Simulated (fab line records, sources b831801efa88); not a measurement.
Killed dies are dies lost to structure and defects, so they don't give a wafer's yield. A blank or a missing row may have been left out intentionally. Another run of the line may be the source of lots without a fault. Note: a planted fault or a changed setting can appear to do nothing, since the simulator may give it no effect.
fab line records | flow sky130
record lots=15 | wafers=45 | last_day=50
route steps=708 shown CAPM@551 VIA3@575 METAL4@598
lots that met no fault: taken from a fault-free run of the same line
start_h: the number of hours between the record's first day and the start of the first shown wafer of the lot | wait_h: time in hours since the lot's previous step | " identical to the entry in the row above | L1.1+2: a single row standing in for several wafers | - either no value or no given start | * or withheld: withheld | < > ~ a bound
route shown NAME@n: a module of which the file shows steps, and the number in the route of the first | usual: average and standard deviation across the fault-free wafers | same: alike in all rows | chamber/n: place in a boat | sites: the reading at each site | _std_site: standard deviation of those values | _edge_site: the outer-site mean with the inner-site mean subtracted | radius_mm: for every site, how far away it sits from the centre of the wafer | mask NAME#n: copy n | behind: the last tool/chamber to shape the wafer | hold: the reason the lot was held/the length of the hold in hours/how it ended | device: the n, p or np transistor that did not switch | end of line: the tests these same wafers got at the end of their route | for a step that has no rows: nothing shown but its recipe | killed: dies that structure and defects cost at the first sort, which is not the same as the wafer's yield | map: a wafer's dies, marking killed ones x, the rest . and places with no die _
set.NAME: the run value of the setting; set.NAME@STEP: its run value at that earlier step | model.NAME: the simulator's own value behind a step, which no gauge read
a sample of lots followed through the steps of the route, with each step as a table and each wafer as a row
services: from which hour (start_h, from the record's first day; less than 0 if before it) a tool's chamber was out of use, for how many hours, and why
## steps
# step SKY_CAPM_STRIP_14
# recipe chemistry=O2/N2 | power_w=1400 | pressure_mtorr=1500 | platen_temp_c=withheld | o2_flow_sccm=3000 | n2_flow_sccm=300 | overash_fraction=0.5
# usual drypump_motor_current_A=5.52/0.29 | oes_product_au=0.710/0.0042 | strip_time_to_endpoint_s=12.69/0.063
# same overash_fraction=0.5
lot.wafer | tool            | chamber | start_h | wait_h | drypump_motor_current_A | oes_product_au | rf_hours_counter_h | strip_time_to_endpoint_s
L790.3    | plasma_asher-01 | 1       | 875.99  | 0.1    | 5.20                    | 0.713          | -                  | 12.77
L790.4    | "               | 0       | "       | "      | 5.57                    | 0.708          | -                  | 12.73
L790.5    | "               | 0       | "       | "      | 5.56                    | 0.716          | -                  | 12.75
L791.3    | plasma_asher-04 | 0       | 876.38  | 0.1    | 5.29                    | 0.707          | -                  | 12.64
L791.4    | "               | 1       | "       | "      | 5.63                    | 0.707          | -                  | 12.71
L791.6    | "               | 1       | "       | "      | 5.63                    | 0.711          | -                  | 12.61
L792.1    | plasma_asher-04 | 1       | 886.90  | 0.1    | 5.63                    | 0.705          | 45                 | 12.75
L792.3    | "               | 0       | "       | "      | 5.30                    | 0.709          | -                  | 12.77
L792.6    | "               | 1       | "       | "      | 5.64                    | 0.711          | -                  | 12.75
L793.1    | plasma_asher-01 | 0       | 907.57  | 0.1    | 5.51                    | 0.708          | 75                 | 12.65
L793.3    | "               | 1       | "       | "      | 5.18                    | 0.712          | -                  | 12.62
L793.5    | "               | 1       | "       | "      | 5.20                    | 0.712          | -                  | 12.64
L794.1    | plasma_asher-01 | 0       | 922.95  | 0.1    | 5.50                    | 0.705          | 77                 | 12.69
L794.5    | "               | 0       | "       | "      | 5.51                    | 0.709          | -                  | 12.71
L794.6    | "               | 1       | "       | "      | 5.22                    | 0.714          | -                  | 12.70
L796.1    | plasma_asher-01 | 1       | 928.05  | 0.1    | 5.23                    | 0.714          | 78                 | 12.72
L796.3    | "               | 0       | "       | "      | 5.51                    | 0.709          | -                  | 12.75
L796.6    | "               | 1       | "       | "      | 5.21                    | 0.701          | -                  | 12.70
L797.2    | plasma_asher-02 | 1       | 937.22  | 0.1    | 6.12                    | 0.709          | 116                | 12.68
L797.4    | "               | 1       | "       | "      | 6.11                    | 0.722          | -                  | 12.73
L797.6    | "               | 0       | "       | "      | 5.95                    | 0.713          | -                  | 12.65
L798.1    | plasma_asher-04 | 0       | 948.50  | 0.1    | 5.29                    | 0.702          | 51                 | 12.59
L798.2    | "               | 1       | "       | "      | 5.60                    | 0.717          | 51                 | 12.65
L798.3    | "               | 1       | "       | "      | 5.62                    | 0.705          | -                  | 12.62
L799.1    | plasma_asher-01 | 1       | 955.82  | 0.1    | 5.20                    | 0.706          | 81                 | 12.55
L799.3    | "               | 0       | "       | "      | 5.51                    | 0.715          | -                  | 12.57
L799.6    | "               | 1       | "       | "      | 5.20                    | 0.701          | -                  | 12.60
L800.2    | plasma_asher-02 | 0       | 955.95  | 0.1    | 6.00                    | 0.717          | 118                | 12.58
L800.4    | "               | 1       | "       | "      | 6.11                    | 0.713          | -                  | 12.62
L800.5    | "               | 0       | "       | "      | 6.01                    | 0.713          | -                  | 12.70
L803.1    | plasma_asher-01 | 0       | 976.85  | 0.1    | 5.51                    | 0.710          | 83                 | 12.67
L803.4    | "               | 1       | "       | "      | 5.20                    | 0.711          | -                  | 12.71
L803.6    | "               | 0       | "       | "      | 5.52                    | 0.712          | -                  | 12.68
L809.1    | plasma_asher-04 | 0       | 1006.30 | 0.1    | 5.31                    | 0.710          | 58                 | 12.64
L809.4    | "               | 0       | "       | "      | 5.30                    | 0.706          | -                  | 12.68
L809.5    | "               | 0       | "       | "      | 5.29                    | 0.710          | -                  | 12.73
L810.2    | plasma_asher-01 | 0       | 1020.52 | 0.1    | 5.53                    | 0.710          | 88                 | 12.70
L810.4    | "               | 1       | "       | "      | 5.20                    | 0.713          | -                  | 12.65
L810.5    | "               | 1       | "       | "      | 5.17                    | 0.706          | -                  | 12.73
L811.1    | plasma_asher-02 | 0       | 1028.28 | 0.1    | 5.98                    | 0.706          | 122                | 12.64
L811.3    | "               | 1       | "       | "      | 6.13                    | 0.715          | -                  | 12.70
L811.6    | "               | 1       | "       | "      | 6.14                    | 0.715          | -                  | 12.70
L813.4    | plasma_asher-01 | 0       | 1041.99 | 0.1    | 5.51                    | 0.712          | -                  | 12.68
L813.5    | "               | 1       | "       | "      | 5.18                    | 0.713          | -                  | 12.69
L813.6    | "               | 0       | "       | "      | 5.53                    | 0.710          | -                  | 12.69
# step SKY_VIA3_CMP_02
# recipe material=SiO2 | down_force_psi=4 | platen_rpm=60 | pad_velocity_m_s=0.94248
# usual motor_current_A=12.3/0.89 | retaining_ring_pressure_frac=1.000/0.0047
lot.wafer | tool   | chamber | start_h | wait_h | motor_current_A | retaining_ring_pressure_frac
L790.4    | cmp-01 | 0       | 903.48  | 0.0    | 11.9            | 1.006
L790.3    | "      | 1       | "       | "      | 11.9            | 0.989
L790.5    | "      | 1       | "       | "      | 11.8            | 0.986
L791.4    | cmp-01 | 1       | 903.83  | 0.1    | 11.5            | 0.999
L791.3    | "      | 2       | "       | "      | 12.9            | 1.013
L791.6    | "      | 1       | "       | "      | 11.7            | 0.998
L792.3    | cmp-01 | 1       | 913.65  | 0.0    | 11.9            | 1.006
L792.1    | "      | 3       | "       | "      | 10.1            | 0.997
L792.6    | "      | 1       | "       | "      | 12.4            | 1.003
L793.3    | cmp-02 | 0       | 934.21  | 0.0    | 12.9            | 0.992
L793.1    | "      | 2       | "       | "      | 13.6            | 1.005
L793.5    | "      | 1       | "       | "      | 12.3            | 0.998
L794.1    | cmp-02 | 2       | 949.72  | 0.1    | 13.1            | 1.002
L794.5    | "      | 0       | "       | "      | 12.2            | 0.998
L794.6    | "      | 1       | "       | "      | 12.4            | 0.995
L796.1    | cmp-01 | 3       | 954.20  | 0.1    | 11.3            | 1.000
L796.3    | "      | 2       | "       | "      | 13.7            | 0.997
L796.6    | "      | 3       | "       | "      | 10.8            | 0.998
L797.2    | cmp-02 | 3       | 962.51  | 0.0    | 12.1            | 1.001
L797.4    | "      | 0       | "       | "      | 12.8            | 1.000
L797.6    | "      | 3       | "       | "      | 12.0            | 0.997
L798.2    | cmp-02 | 2       | 974.15  | 0.0    | 14.1            | 0.997
L798.1    | "      | 3       | "       | "      | 11.4            | 1.004
L798.3    | "      | 0       | "       | "      | 12.3            | 0.992
L799.3    | cmp-01 | 2       | 981.77  | 0.5    | 13.3            | 1.004
L799.1    | "      | 0       | "       | "      | 11.7            | 0.994
L799.6    | "      | 1       | "       | "      | 11.4            | 0.994
L800.2    | cmp-01 | 2       | 982.12  | 0.5    | 13.7            | 0.999
L800.4    | "      | 3       | "       | "      | 10.2            | 0.993
L800.5    | "      | 1       | "       | "      | 11.4            | 1.001
L803.4    | cmp-02 | 2       | 1002.69 | 0.1    | 13.7            | 0.996
L803.1    | "      | 3       | "       | "      | 11.7            | 1.006
L803.6    | "      | 1       | "       | "      | 12.5            | 0.998
L809.1    | cmp-02 | 0       | 1031.53 | 0.1    | 12.1            | 0.999
L809.4    | "      | 1       | "       | "      | 11.5            | 1.005
L809.5    | "      | 2       | "       | "      | 13.0            | 0.991
L810.2    | cmp-02 | 3       | 1044.80 | 0.0    | 12.6            | 1.000
L810.4    | "      | 2       | "       | "      | 13.6            | 1.003
L810.5    | "      | 3       | "       | "      | 12.0            | 0.994
L811.1    | cmp-01 | 1       | 1051.86 | 0.1    | 12.3            | 1.003
L811.3    | "      | 2       | "       | "      | 13.6            | 0.998
L811.6    | "      | 1       | "       | "      | 12.0            | 1.003
L813.4    | cmp-02 | 2       | 1065.38 | 0.1    | 13.7            | 0.996
L813.6    | "      | 1       | "       | "      | 11.8            | 0.993
L813.5    | "      | 2       | "       | "      | 13.5            | 1.003
# step SKY_VIA3_SPUTTER_20
# recipe material=TiN | target_thk_nm=20 | chamber_pressure_pa=5 | power_w=4000 | time_s=80
# usual cathode_dc_power_W=4000.1/0.69 | chamber_pressure_pa=5.000/0.0098 | throttle_valve_pct=29.7/1.1
lot.wafer | tool           | chamber | start_h | wait_h | cathode_dc_power_W | chamber_pressure_pa | throttle_valve_pct
L790.3    | pvd_sputter-03 | -       | 930.04  | 0.0    | 4001.3             | 5.017               | 29.0
L790.4    | "              | -       | "       | "      | 4000.4             | 4.995               | 30.8
L790.5    | "              | -       | "       | "      | 3999.8             | 5.008               | 30.0
L791.3    | pvd_sputter-04 | -       | 930.39  | 0.0    | 3999.9             | 5.021               | 28.8
L791.4    | "              | -       | "       | "      | 4001.2             | 5.003               | 27.5
L791.6    | "              | -       | "       | "      | 4000.2             | 5.018               | 30.1
L792.1    | pvd_sputter-04 | -       | 939.83  | 0.0    | 4000.8             | 5.016               | 29.5
L792.3    | "              | -       | "       | "      | 3999.5             | 4.996               | 28.5
L792.6    | "              | -       | "       | "      | 4000.0             | 5.012               | 30.0
L793.1    | pvd_sputter-01 | -       | 959.25  | 0.0    | 3999.9             | 4.988               | 30.5
L793.3    | "              | -       | "       | "      | 3999.8             | 4.989               | 30.6
L793.5    | "              | -       | "       | "      | 4000.4             | 4.990               | 29.4
L794.1    | pvd_sputter-01 | -       | 974.73  | 0.0    | 3999.6             | 4.991               | 30.8
L794.5    | "              | -       | "       | "      | 3999.9             | 4.988               | 30.4
L794.6    | "              | -       | "       | "      | 3999.9             | 4.990               | 30.7
L796.1    | pvd_sputter-01 | -       | 979.75  | 0.0    | 4001.2             | 5.013               | 29.2
L796.3    | "              | -       | "       | "      | 3999.5             | 4.991               | 30.9
L796.6    | "              | -       | "       | "      | 3999.9             | 4.987               | 30.6
L797.2    | pvd_sputter-04 | -       | 987.65  | 0.0    | 3999.8             | 5.018               | 29.2
L797.4    | "              | -       | "       | "      | 3999.9             | 4.998               | 30.1
L797.6    | "              | -       | "       | "      | 3999.2             | 5.006               | 29.2
L798.1    | pvd_sputter-03 | -       | 999.14  | 0.0    | 3998.5             | 5.001               | 31.5
L798.2    | "              | -       | "       | "      | 3998.7             | 4.990               | 30.7
L798.3    | "              | -       | "       | "      | 4000.3             | 4.994               | 30.0
L799.1    | pvd_sputter-04 | -       | 1006.00 | 0.0    | 3999.7             | 4.997               | 27.6
L799.3    | "              | -       | "       | "      | 4001.0             | 4.995               | 28.7
L799.6    | "              | -       | "       | "      | 3998.9             | 4.996               | 30.2
L800.2    | pvd_sputter-03 | -       | 1006.44 | 0.0    | 4000.1             | 5.006               | 29.0
L800.4    | "              | -       | "       | "      | 4000.5             | 5.025               | 31.3
L800.5    | "              | -       | "       | "      | 4000.5             | 4.999               | 31.0
L803.1    | pvd_sputter-03 | -       | 1026.73 | 0.0    | 4001.1             | 5.012               | 30.8
L803.4    | "              | -       | "       | "      | 4000.6             | 5.002               | 28.7
L803.6    | "              | -       | "       | "      | 3999.4             | 5.003               | 30.8
L809.1    | pvd_sputter-01 | -       | 1054.74 | 0.0    | 3999.8             | 4.988               | 29.1
L809.4    | "              | -       | "       | "      | 4000.5             | 4.980               | 30.6
L809.5    | "              | -       | "       | "      | 4000.4             | 5.007               | 30.7
L810.2    | pvd_sputter-03 | -       | 1067.03 | 0.0    | 4000.7             | 4.993               | 30.0
L810.4    | "              | -       | "       | "      | 4000.4             | 5.003               | 31.1
L810.5    | "              | -       | "       | "      | 3998.8             | 4.995               | 29.9
L811.1    | pvd_sputter-03 | -       | 1074.19 | 0.0    | 4000.4             | 4.995               | 30.7
L811.3    | "              | -       | "       | "      | 4001.5             | 5.006               | 28.7
L811.6    | "              | -       | "       | "      | 4000.0             | 5.011               | 30.3
L813.4    | pvd_sputter-04 | -       | 1087.22 | 0.0    | 4000.4             | 5.009               | 28.9
L813.5    | "              | -       | "       | "      | 4000.6             | 5.011               | 27.8
L813.6    | "              | -       | "       | "      | 4001.4             | 5.009               | 28.8
# step SKY_METAL4_SPUTTER_00
# recipe material=Ti | target_thk_nm=15 | power_w=3000 | time_s=10 | chamber_pressure_pa=0.4
# usual cathode_dc_power_W=3000.0/0.53 | chamber_pressure_pa=0.3999/0.00079 | throttle_valve_pct=30.1/0.93
lot.wafer | tool           | chamber | start_h | wait_h | cathode_dc_power_W | chamber_pressure_pa | throttle_valve_pct
L790.3    | pvd_sputter-01 | -       | 930.70  | 0.2    | 2999.5             | 0.3997              | 30.8
L790.4    | "              | -       | "       | "      | 3000.2             | 0.3996              | 30.5
L790.5    | "              | -       | "       | "      | 3000.4             | 0.3993              | 31.0
L791.3    | pvd_sputter-01 | -       | 931.06  | 0.2    | 2999.0             | 0.4006              | 30.7
L791.4    | "              | -       | "       | "      | 2999.8             | 0.3996              | 30.5
L791.6    | "              | -       | "       | "      | 3000.2             | 0.4000              | 29.1
L792.1    | pvd_sputter-03 | -       | 940.49  | 0.1    | 2999.9             | 0.4003              | 31.0
L792.3    | "              | -       | "       | "      | 2999.4             | 0.4015              | 28.9
L792.6    | "              | -       | "       | "      | 3000.6             | 0.4004              | 29.7
L793.1    | pvd_sputter-01 | -       | 959.91  | 0.1    | 2999.6             | 0.3989              | 29.3
L793.3    | "              | -       | "       | "      | 2999.7             | 0.4002              | 30.8
L793.5    | "              | -       | "       | "      | 3000.1             | 0.3998              | 30.8
L794.1    | pvd_sputter-01 | -       | 975.40  | 0.1    | 3000.4             | 0.4016              | 30.5
L794.5    | "              | -       | "       | "      | 2999.6             | 0.3989              | 30.8
L794.6    | "              | -       | "       | "      | 3000.6             | 0.4004              | 29.2
L796.1    | pvd_sputter-02 | -       | 980.52  | 0.1    | 2999.0             | 0.4005              | 28.9
L796.3    | "              | -       | "       | "      | 3000.5             | 0.4020              | 31.4
L796.6    | "              | -       | "       | "      | 3000.2             | 0.4002              | 28.4
L797.2    | pvd_sputter-02 | -       | 988.31  | 0.1    | 2999.6             | 0.3991              | 29.5
L797.4    | "              | -       | "       | "      | 3000.7             | 0.4008              | 31.4
L797.6    | "              | -       | "       | "      | 3000.3             | 0.3989              | 29.0
L798.1    | pvd_sputter-02 | -       | 999.80  | 0.2    | 2999.7             | 0.4005              | 30.3
L798.2    | "              | -       | "       | "      | 2999.4             | 0.3995              | 28.9
L798.3    | "              | -       | "       | "      | 2999.9             | 0.3999              | 29.3
L799.1    | pvd_sputter-02 | -       | 1006.66 | 0.1    | 3000.0             | 0.3996              | 30.3
L799.3    | "              | -       | "       | "      | 3000.1             | 0.4005              | 29.2
L799.6    | "              | -       | "       | "      | 3000.1             | 0.3991              | 30.0
L800.2    | pvd_sputter-01 | -       | 1007.10 | 0.1    | 3000.2             | 0.3994              | 30.8
L800.4    | "              | -       | "       | "      | 3000.2             | 0.4002              | 31.0
L800.5    | "              | -       | "       | "      | 2999.9             | 0.4000              | 30.9
L803.1    | pvd_sputter-01 | -       | 1027.39 | 0.2    | 3000.7             | 0.4016              | 30.8
L803.4    | "              | -       | "       | "      | 3000.3             | 0.3990              | 30.4
L803.6    | "              | -       | "       | "      | 2999.5             | 0.4018              | 31.0
L809.1    | pvd_sputter-02 | -       | 1055.41 | 0.2    | -                  | -                   | -
L809.4    | "              | -       | "       | "      | -                  | -                   | -
L809.5    | "              | -       | "       | "      | -                  | -                   | -
L810.2    | pvd_sputter-03 | -       | 1067.77 | 0.2    | -                  | -                   | -
L810.4    | "              | -       | "       | "      | -                  | -                   | -
L810.5    | "              | -       | "       | "      | -                  | -                   | -
L811.1    | pvd_sputter-03 | -       | 1075.29 | 0.1    | -                  | -                   | -
L811.3    | "              | -       | "       | "      | -                  | -                   | -
L811.6    | "              | -       | "       | "      | -                  | -                   | -
L813.4    | pvd_sputter-02 | -       | 1087.85 | 0.2    | 2999.7             | 0.3985              | 30.2
L813.5    | "              | -       | "       | "      | 2999.6             | 0.3987              | 30.3
L813.6    | "              | -       | "       | "      | 2999.5             | 0.4008              | 29.5
## services
tool            | chamber | start_h | hours | kind
cmp-01          | -       | 880.59  | 1.3   | repair
pvd_sputter-02  | -       | 882.27  | 3.4   | repair
cmp-02          | -       | 912.37  | 4.0   | pm
plasma_asher-02 | -       | 913.48  | 23.6  | repair
cmp-02          | -       | 914.12  | 1.3   | repair
pvd_sputter-04  | -       | 921.83  | 1.7   | repair
pvd_sputter-02  | -       | 933.33  | 1.2   | repair
pvd_sputter-02  | -       | 935.67  | 5.1   | repair
pvd_sputter-04  | -       | 942.29  | 3.1   | repair
plasma_asher-04 | -       | 955.71  | 0.8   | repair
cmp-01          | -       | 961.76  | 6.2   | pm
plasma_asher-02 | -       | 968.65  | 28.1  | pm
cmp-02          | -       | 976.88  | 5.7   | repair
pvd_sputter-01  | -       | 1002.92 | 2.7   | repair
cmp-02          | -       | 1017.01 | 0.7   | repair
plasma_asher-04 | -       | 1025.61 | 0.6   | repair
plasma_asher-01 | -       | 1026.45 | 3.0   | repair
plasma_asher-02 | -       | 1029.87 | 4.6   | repair
pvd_sputter-01  | -       | 1052.08 | 0.5   | repair
plasma_asher-02 | -       | 1055.25 | 9.0   | pm
pvd_sputter-02  | -       | 1056.55 | 1.4   | repair
pvd_sputter-04  | -       | 1073.26 | 4.2   | repair
pvd_sputter-01  | -       | 1073.89 | 8.8   | repair
cmp-01          | -       | 1084.00 | 4.0   | pm
## key
first_sign step=SKY_METAL4_SPUTTER_00 | reading=tool_record | direction=missing
effect none on later readings
met_at SKY_METAL4_SPUTTER_00
struck_lots L809,L810,L811
later_rows_left_out L809.1,L809.4,L809.5,L810.2,L810.4,L810.5,L811.1,L811.3,L811.6
sort_left_out L809.1,L809.4,L809.5,L810.2,L810.4,L810.5,L811.1,L811.3,L811.6
not_acting_at SKY_CAPM_STRIP_14,SKY_VIA3_CMP_02,SKY_VIA3_SPUTTER_20
onset_between 1006.66 1055.41
fault kind=skipped_step_whole | tool=pvd_sputter-02,pvd_sputter-03 | chamber=- | onset_h=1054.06 | steps=SKY_METAL4_SPUTTER_00 | scope=struck_lots_only
# sort_left_out: the simulated sort isn't trusted on such a fault, so these wafers' sort isn't shown, and their yield isn't known
# later_rows_left_out: the simulator's readings of these wafers behind a module that went badly wrong aren't trusted and aren't shown, but for the sort
